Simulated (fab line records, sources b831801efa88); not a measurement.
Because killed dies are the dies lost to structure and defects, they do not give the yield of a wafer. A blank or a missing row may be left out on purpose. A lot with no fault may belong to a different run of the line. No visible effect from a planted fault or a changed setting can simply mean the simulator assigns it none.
Matching of chambers + flow sfq_line + SFQ_TRILAYER_I0_CMP_CMP_028 on cmp-02 has 4 sister chambers
The step polishes SiO2. 4 wafers are shown with their chamber, then 7 later ones without.

## WAFERS PAIRED WITH THEIR CHAMBERS
| wafer  | chamber | motor_current_A (A) |
|--------|---------|---------------------|
| L799.6 | 1       | 8.9                 |
| L805.2 | 2       | 10.5                |
| L814.2 | 3       | 9.8                 |
| L814.3 | 0       | 9.6                 |

## WAFERS WHOSE CHAMBER IS MISSING
| wafer  | motor_current_A (A) |
|--------|---------------------|
| L814.5 | 10.3                |
| L816.2 | 9.7                 |
| L816.3 | 9.9                 |
| L816.6 | 10.2                |
| L817.1 | 9.3                 |
| L817.3 | 10.0                |
| L817.5 | 9.0                 |

## THE CHAMBER EACH PASSED THROUGH
| wafer  | from the rows above          | in truth |
|--------|------------------------------|----------|
| L814.5 | can't be placed: 2 or 3      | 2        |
| L816.2 | can't be placed: 0 or 3      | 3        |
| L816.3 | can't be placed: 3 or 0      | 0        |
| L816.6 | can't be placed: 2 or 3 or 0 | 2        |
| L817.1 | can't be placed: 0 or 1 or 3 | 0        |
| L817.3 | can't be placed: 3 or 0 or 2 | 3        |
| L817.5 | 1                            | 1        |
Correctly placed: 1 of 7. Not placeable from these rows: 6 (in 6, the candidates include the true chamber). Wrongly placed: 0.
How it was worked out, from the rows above alone: a wafer's distance from a chamber is the root of the sum, over the readings, of the square of ((its reading less the chamber's mean) divided by the reading's scatter). The wafer belongs to the nearest chamber; if the next one is less than 2 further off, it can't be placed. For every chamber, the mean is computed from those of its wafers that are shown. The scatter: with one shown wafer a chamber, the root of the mean of the squares of how far each hidden wafer lies from its nearest shown one.
